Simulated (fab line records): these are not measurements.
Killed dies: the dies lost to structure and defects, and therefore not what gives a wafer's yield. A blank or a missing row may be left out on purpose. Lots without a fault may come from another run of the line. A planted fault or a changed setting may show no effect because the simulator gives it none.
Which tool is to blame? | flow sky130 | 13 lots with 39 wafers sampled at 3 steps, on a route of 708 steps

## WHAT THE GAUGES SHOWED, per wafer
SKY_CAPM_THK_MEAS_04: measures by xrf.
lot  | measured     | on           | CAPM_TIN_THK (nm)
L738 | day 36 07:04 | filmMetro-02 | 202.6 199.3 201.1
L739 | day 36 09:47 | filmMetro-04 | 200.2 201.0 202.6
L740 | day 37 02:19 | filmMetro-02 | 200.7 203.0 204.7
L741 | day 37 15:34 | filmMetro-03 | 201.2 203.6 205.1
L742 | day 38 08:18 | filmMetro-04 | 195.9 196.0 196.4
L743 | day 38 05:58 | filmMetro-04 | 195.6 194.6 192.0
L746 | day 39 01:46 | filmMetro-03 | 199.7 197.1 200.0
L751 | day 40 18:43 | filmMetro-04 | 197.1 198.6 199.9
L752 | day 40 20:10 | filmMetro-04 | 199.4 200.7 200.3
L753 | day 41 03:00 | filmMetro-03 | 205.2 201.5 204.5
L754 | day 41 11:23 | filmMetro-04 | 196.4 193.0 196.3
L755 | day 42 10:22 | filmMetro-03 | 199.5 201.4 198.9
L758 | day 42 10:58 | filmMetro-03 | 200.5 200.7 198.5

SKY_VIA3_CD_MEAS_12: target cd 200 nm.
lot  | measured     | on       | cdNm (nm)
L738 | day 39 13:26 | cdSem-02 | 200.4 198.6 198.3
L739 | day 39 17:07 | cdSem-02 | 200.3 200.7 200.0
L740 | day 40 07:50 | cdSem-02 | 198.0 197.9 197.4
L741 | day 40 21:05 | cdSem-01 | 201.2 200.6 200.5
L742 | day 41 12:19 | cdSem-02 | 200.9 201.4 201.7
L743 | day 41 10:52 | cdSem-01 | 198.9 198.7 198.8
L746 | day 42 03:59 | cdSem-02 | 197.1 198.3 197.7
L751 | day 43 18:43 | cdSem-01 | 200.8 200.8 201.0
L752 | day 43 19:31 | cdSem-01 | 200.8 201.7 200.8
L753 | day 44 02:50 | cdSem-01 | 198.9 198.2 198.9
L754 | day 44 10:59 | cdSem-01 | 201.1 199.8 198.2
L755 | day 45 07:17 | cdSem-01 | 201.0 200.4 200.3
L758 | day 45 09:13 | cdSem-02 | 199.9 199.0 197.9

## WHICH TOOL RAN EACH LOT (tool, then ch and the chambers of the sampled wafers, then the start)
lot  | SKY_VT_ADJUST_HVTR_STRIP_10
L738 | plasmaAsher-01 ch 0,1, day 9 12:24
L739 | plasmaAsher-01 ch 0, day 9 14:56
L740 | plasmaAsher-01 ch 1, day 10 02:59
L741 | plasmaAsher-01 ch 0,1, day 10 11:53
L742 | plasmaAsher-01 ch 0,1, day 10 17:44
L743 | plasmaAsher-02 ch 1, day 11 00:51
L746 | plasmaAsher-04 ch 0,1, day 11 23:05
L751 | plasmaAsher-01 ch 0,1, day 13 10:47
L752 | plasmaAsher-02 ch 0,1, day 13 14:20
L753 | plasmaAsher-02 ch 0,1, day 14 02:16
L754 | plasmaAsher-04 ch 0,1, day 14 10:12
L755 | plasmaAsher-01 ch 0, day 15 07:47
L758 | plasmaAsher-01 ch 0, day 15 19:08
- SKY_VT_ADJUST_HVTR_STRIP_10: strips in O2/N2.

## WHAT THE TOOLS THEMSELVES READ (means of the sampled wafers that have a number; where no wafer has one, the mark that the record gives instead)
SKY_VT_ADJUST_HVTR_STRIP_10.
lot  | tool           | drypumpMotorCurrentA (A) | oesProductAu (a.u.) | stripTimeToEndpointS (s)
L738 | plasmaAsher-01 | 5.71                     | 0.720               | 14.15
L739 | plasmaAsher-01 | 5.83                     | 0.718               | 14.19
L740 | plasmaAsher-01 | 5.53                     | 0.716               | 14.17
L741 | plasmaAsher-01 | 5.62                     | 0.710               | 14.27
L742 | plasmaAsher-01 | 5.63                     | 0.713               | 14.20
L743 | plasmaAsher-02 | 5.46                     | 0.717               | 14.18
L746 | plasmaAsher-04 | 5.32                     | 0.717               | 14.23
L751 | plasmaAsher-01 | 5.72                     | 0.713               | 14.21
L752 | plasmaAsher-02 | 5.61                     | 0.717               | 14.20
L753 | plasmaAsher-02 | 5.52                     | 0.719               | 14.15
L754 | plasmaAsher-04 | 5.32                     | 0.719               | 14.28
L755 | plasmaAsher-01 | 5.82                     | 0.715               | 14.21
L758 | plasmaAsher-01 | 5.83                     | 0.713               | 14.20

## THE ANSWER, worked out from the rows above alone
Rule: usual is defined by the lots themselves. Put in order of their means at a reading, lots are off if they are a third of the lots or fewer, leave a main group of 4 or more, and stand apart from it by a gap of 3 or more times the standard deviation of the main group's means; of several such gaps the widest counts. If all means in a main group match to the digits the tables above print for the reading, that group is not used. Also off: a lot with no number at a reading for which 4 or more lots have one. Any other lot the step has rows for is counted as sound. Order of review: gauges by route order, followed by the tools' own readings, for which a lot's mean as printed above is used. At the first step where some lot is off, the reading lying furthest off is the one used; lots without a number count as furthest.
Nothing can be told from this: no lot is off at any reading shown.

## WHAT THE SIMULATOR HAD PUT IN
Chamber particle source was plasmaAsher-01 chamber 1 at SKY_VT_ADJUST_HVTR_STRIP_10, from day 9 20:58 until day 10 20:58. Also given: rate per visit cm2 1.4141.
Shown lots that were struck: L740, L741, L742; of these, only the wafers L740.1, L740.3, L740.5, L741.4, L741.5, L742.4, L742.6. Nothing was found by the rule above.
